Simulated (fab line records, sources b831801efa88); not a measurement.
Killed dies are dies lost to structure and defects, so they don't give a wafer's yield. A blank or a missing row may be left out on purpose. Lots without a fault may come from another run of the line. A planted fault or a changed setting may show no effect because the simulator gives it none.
Tool commonality check | flow sky130 | 11 lots, 33 wafers sampled

WHY IT WAS OPENED
At SKY_SONOS_ONO_THK_MEAS_05 the reading SONOS_ONO_CVD_04_THK is flagged on 3 of 11 lots. Wafers without a fault read 5.78 nm, standard deviation 0.089.
Rule: a lot is flagged when every wafer of it that has a number lies more than 4 standard deviations from that mean, or none has a number. The other lots count as sound.

lot  | measured     | on            | SONOS_ONO_CVD_04_THK (nm), wafer by wafer | flag
L787 | day 11 23:29 | film_metro-04 | 5.71 5.70 5.85                            |
L788 | day 12 08:58 | film_metro-04 | 5.79 5.81 5.88                            |
L789 | day 13 09:50 | film_metro-02 | 5.67 5.61 5.79                            |
L790 | day 14 02:02 | film_metro-01 | 5.79 5.72 5.71                            |
L794 | day 15 02:13 | film_metro-01 | 9.25 9.27 9.17                            | FLAGGED
L793 | day 15 02:14 | film_metro-02 | 9.32 9.25 9.34                            | FLAGGED
L795 | day 15 04:38 | film_metro-04 | 9.13 9.17 9.17                            | FLAGGED
L797 | day 15 09:25 | film_metro-01 | 5.77 5.79 5.75                            |
L807 | day 19 05:05 | film_metro-02 | 5.89 5.76 5.76                            |
L808 | day 19 10:02 | film_metro-04 | 5.65 5.76 5.68                            |
L809 | day 19 11:19 | film_metro-02 | 5.74 5.81 5.76                            |
The numbers of the flagged lots are 9.23 nm on average: +3.45 nm against the usual, or +39 standard deviations.

WHICH TOOL RAN EACH LOT
The record holds 1 process step before the reading, out of a route of 708 steps. In each cell: the tool, then ch and the chambers that the sampled wafers went through, then the start.
lot  | flag    | SKY_SONOS_ONO_CVD_04
L787 |         | lpcvd-03 ch 0, day 11 22:14
L788 |         | lpcvd-03 ch 1, day 12 07:42
L789 |         | lpcvd-03 ch 0, day 13 08:35
L790 |         | lpcvd-03 ch 0, day 14 00:46
L794 | FLAGGED | lpcvd-03 ch 0, day 15 00:20
L793 | FLAGGED | lpcvd-03 ch 0, day 15 00:20
L795 | FLAGGED | lpcvd-03 ch 0, day 15 02:44
L797 |         | lpcvd-03 ch 1, day 15 08:08
L807 |         | lpcvd-03 ch 0, day 19 03:49
L808 |         | lpcvd-03 ch 0, day 19 08:47
L809 |         | lpcvd-03 ch 0, day 19 10:02
What these steps do:
- SKY_SONOS_ONO_CVD_04: deposits SiO2 from SiH4/N2O, target thk 5.7199 nm.
- SKY_SONOS_ONO_THK_MEAS_05

FLAGGED OVER TOTAL, TOOL BY TOOL (the gauges that took the reading come last)
step                      | tool          | lots run | flagged | share of the flagged lots | sound lots run after its first flagged lot
SKY_SONOS_ONO_CVD_04      | lpcvd-03      | 11       | 3       | all                       | 4 (L797,L807,L808,L809)
SKY_SONOS_ONO_THK_MEAS_05 | film_metro-01 | 3        | 1       | some                      | 1 (L797)
SKY_SONOS_ONO_THK_MEAS_05 | film_metro-02 | 4        | 1       | some                      | 2 (L807,L809)
SKY_SONOS_ONO_THK_MEAS_05 | film_metro-04 | 4        | 1       | some                      | 1 (L808)

WHAT THE TABLE ALLOWS
1 row of the table ran every flagged lot: lpcvd-03 at SKY_SONOS_ONO_CVD_04.
- lpcvd-03 at SKY_SONOS_ONO_CVD_04: 3 of its 11 lots flagged. Sound lots ran on it after the first flagged one (L797, L807, L808, L809), which a lasting fault on the whole tool wouldn't allow. Its own readings lie more than 4 standard deviations out on every wafer of the flagged lots: spike_tc_bottom_C, spike_tc_centre_C, spike_tc_lower_C, spike_tc_top_C, spike_tc_upper_C, susceptor_temp_C, zone_power_centre_pct.
No row of the table ran every flagged lot and no sound lot after the first.

WHAT THE SIMULATOR HAD PUT IN
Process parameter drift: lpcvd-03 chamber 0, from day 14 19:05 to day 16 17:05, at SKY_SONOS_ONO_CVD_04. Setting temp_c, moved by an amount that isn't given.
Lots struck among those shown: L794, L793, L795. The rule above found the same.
